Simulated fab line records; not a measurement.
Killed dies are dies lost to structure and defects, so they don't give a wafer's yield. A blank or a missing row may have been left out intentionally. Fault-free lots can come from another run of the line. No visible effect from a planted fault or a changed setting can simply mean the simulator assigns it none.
Which tool did it? ; flow sky130 ; 14 lots, 42 wafers sampled, at 2 steps of a route of 708

## WHAT EACH GAUGE READ, for each wafer
Not one reading of a measure or inspect step in the record can be checked against a usual standard deviation.

## WHAT TOOL EACH LOT RAN ON (gives the tool, then ch and the chambers of the sampled wafers, and finally the start)
lot;SKY_VIA1_SOFTBAKE_08;SKY_PAD_OPEN_PROBE_99
L553;litho-track-03 ch 0, day 33 10:00;-
L554;litho-track-01 ch 0, day 33 21:00;-
L555;litho-track-03 ch 0, day 34 05:00;prober-02, day 46 12:07
L556;litho-track-03 ch 0, day 34 19:00;prober-01, day 46 22:52
L559;litho-track-01 ch 0, day 35 12:00;prober-01, day 47 10:32
L560;litho-track-04 ch 0, day 35 22:00;prober-01, day 47 17:42
L562;litho-track-01 ch 0, day 36 11:00;-
L563;litho-track-04 ch 0, day 36 21:00;-
L566;litho-track-03 ch 0, day 37 12:00;-
L567;litho-track-04 ch 0, day 37 23:00;prober-02, day 49 08:16
L568;litho-track-04 ch 0, day 38 21:00;prober-01, day 49 19:52
L573;litho-track-01 ch 0, day 39 22:00;-
L574;litho-track-01 ch 0, day 40 04:00;-
L576;litho-track-03 ch 0, day 40 13:00;-
- SKY_VIA1_SOFTBAKE_08: time 90 s.
- SKY_PAD_OPEN_PROBE_99

## AS READ BY THE TOOLS THEMSELVES (means over the sampled wafers that have a number; for cases with no such wafer, the mark the record gives instead)
SKY_VIA1_SOFTBAKE_08. Usual: exhaust-pa 44.9 Pa, standard deviation 0.8; heater-power-total-W 58.15 W, standard deviation 0.12; run-length-s 119.14 s, standard deviation 0.13.
lot;tool;exhaust-pa (Pa);heater-power-total-W (W);run-length-s (s);flag
L553;litho-track-03;45.2;58.06;119.18;
L554;litho-track-01;45.1;58.21;119.31;
L555;litho-track-03;45.2;58.16;119.27;
L556;litho-track-03;45.3;58.07;119.13;
L559;litho-track-01;44.8;58.13;119.17;
L560;litho-track-04;44.6;58.15;118.97;
L562;litho-track-01;44.2;58.03;119.16;
L563;litho-track-04;44.6;58.32;118.98;
L566;litho-track-03;44.9;58.01;119.11;
L567;litho-track-04;46.5;61.47;105.33;OFF
L568;litho-track-04;45.3;61.52;105.29;OFF
L573;litho-track-01;44.4;58.13;119.17;
L574;litho-track-01;44.9;58.10;119.14;
L576;litho-track-03;44.4;58.17;119.16;

SKY_PAD_OPEN_PROBE_99. Usual: defect-limited-yield 82.6 %, standard deviation 1.9; killed_at_M0_to_M3 42, standard deviation 7; killed_at_M4_up 3.2, standard deviation 1.6; killed-at-contacts 24, standard deviation 5.8; killed-at-front-end 16, standard deviation 4.3; killed-at-other 0.3, standard deviation 0.62; killed-dies 86, standard deviation 9.5; killed-open 46, standard deviation 6.4; killed-short 39, standard deviation 6.3; sort_bin_3_pad_short 0.9 %, standard deviation 0.43; sort_bin_5_function 10.5 %, standard deviation 1.4; sort_bin_6_memory 6.1 %, standard deviation 1.2; sort-n-pass 406, standard deviation 9.5; sort-yield-pct 82.6 %, standard deviation 1.9.
lot;tool;defect-limited-yield (%);killed_at_M0_to_M3;killed_at_M4_up;killed-at-contacts;killed-at-front-end;killed-at-other;killed-dies;killed-open;killed-short;sort_bin_3_pad_short (%);sort_bin_5_function (%);sort_bin_6_memory (%);sort-n-pass;sort-yield-pct (%);flag
L555;prober-02;82.8;44;2.7;27;12;0.0;85;45;39;0.7;11.0;5.6;407;82.8;
L556;prober-01;81.9;44;2.0;20;23;0.7;89;52;37;0.7;11.7;5.8;403;81.9;
L559;prober-01;81.8;37;4.7;29;19;0.7;90;47;41;1.3;9.7;7.2;402;81.8;
L560;prober-01;83.8;38;4.0;25;13;0.0;80;45;34;0.9;10.2;5.1;412;83.8;
L567;prober-02;81.7;40;2.7;32;15;0.3;90;51;38;0.7;11.0;6.6;402;81.7;
L568;prober-01;81.0;44;3.0;25;20;1.3;93;53;41;1.0;11.5;6.5;399;81.0;

## THE ANSWER, worked out from the rows above alone
Rule: a lot counts as off when the mean over its wafers that have a number is more than 3 standard deviations away from the usual mean. Also off: a lot with no number at a reading for which 4 or more lots have one. All remaining lots with rows at the step are treated as sound. Order of review: gauges by route order, followed by the tools' own readings, for which a lot's mean as printed above is used. The first step at which some lot is off is used, and at that step the reading that is off furthest; a lot without a number counts as furthest.
Off at SKY_VIA1_SOFTBAKE_08 (run-length-s): L567, L568.
If a tool, at that step or one of the process steps before it, ran each lot that is off and ran no sound lot following the first of them, it fits. One fits: SKY_VIA1_SOFTBAKE_08 on litho-track-04. A fault onset in the window from L563 (day 36 21:00, its last sound lot) to L567 (day 37 23:00, its first lot off) fits.
The tool's own readings at SKY_VIA1_SOFTBAKE_08 bear it out: on the lots that are off they differ by more than 5 times the standard deviation of the sound lots' means. heater-power-total-W reads 61.50 W there against 58.13 W on the sound lots; run-length-s reads 105.31 s there against 119.15 s on the sound lots.

## WHAT THE SIMULATOR HAD PUT IN
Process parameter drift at SKY_VIA1_SOFTBAKE_08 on litho-track-04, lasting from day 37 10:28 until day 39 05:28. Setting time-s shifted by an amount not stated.
Shown lots that were struck: L567, L568. The rule above found the same.
